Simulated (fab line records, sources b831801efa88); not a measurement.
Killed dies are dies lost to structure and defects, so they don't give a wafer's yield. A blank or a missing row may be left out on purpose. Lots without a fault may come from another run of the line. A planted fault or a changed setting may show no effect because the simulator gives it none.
Chamber matching | flow sky130 | SKY_VIA2_CMP_24 on cmp-01: 4 sister chambers
The step polishes, stops on SiO2, t overpolish 20 s, target thk 0 nm. 4 wafers are shown with their chamber, then 9 later ones without.

WAFERS WITH THEIR CHAMBER
wafer  | chamber | motor_current_A (A)
L090.2 | 3       | 11.0
L092.3 | 1       | 11.2
L092.4 | 0       | 9.0
L092.5 | 2       | 11.6

WAFERS WITHOUT THEIR CHAMBER
wafer  | motor_current_A (A)
L091.4 | 11.1
L091.5 | 9.5
L091.6 | 11.4
L095.1 | 12.0
L095.4 | 11.8
L095.6 | 11.7
L097.1 | 11.7
L097.3 | 11.7
L097.5 | 9.5

WHICH CHAMBER EACH WENT THROUGH
wafer  | from the rows above          | in truth
L091.4 | can't be placed: 1 or 3 or 2 | 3
L091.5 | 0                            | 0
L091.6 | can't be placed: 2 or 1 or 3 | 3
L095.1 | can't be placed: 2 or 1      | 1
L095.4 | can't be placed: 2 or 1      | 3
L095.6 | can't be placed: 2 or 1      | 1
L097.1 | can't be placed: 2 or 1      | 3
L097.3 | can't be placed: 2 or 1      | 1
L097.5 | 0                            | 0
Placed correctly: 2 of 9. Can't be placed from these rows: 7 (the true chamber is among the candidates in 5). Placed wrongly: 0.
How it was worked out, from the rows above alone: a wafer's distance from a chamber is the root of the sum, over the readings, of the square of ((its reading less the chamber's mean) divided by the reading's scatter). The wafer belongs to the nearest chamber; if the next one is less than 2 further off, it can't be placed. A chamber's mean is the mean of its shown wafers. The scatter: with one shown wafer a chamber, the root of the mean of the squares of how far each hidden wafer lies from its nearest shown one.
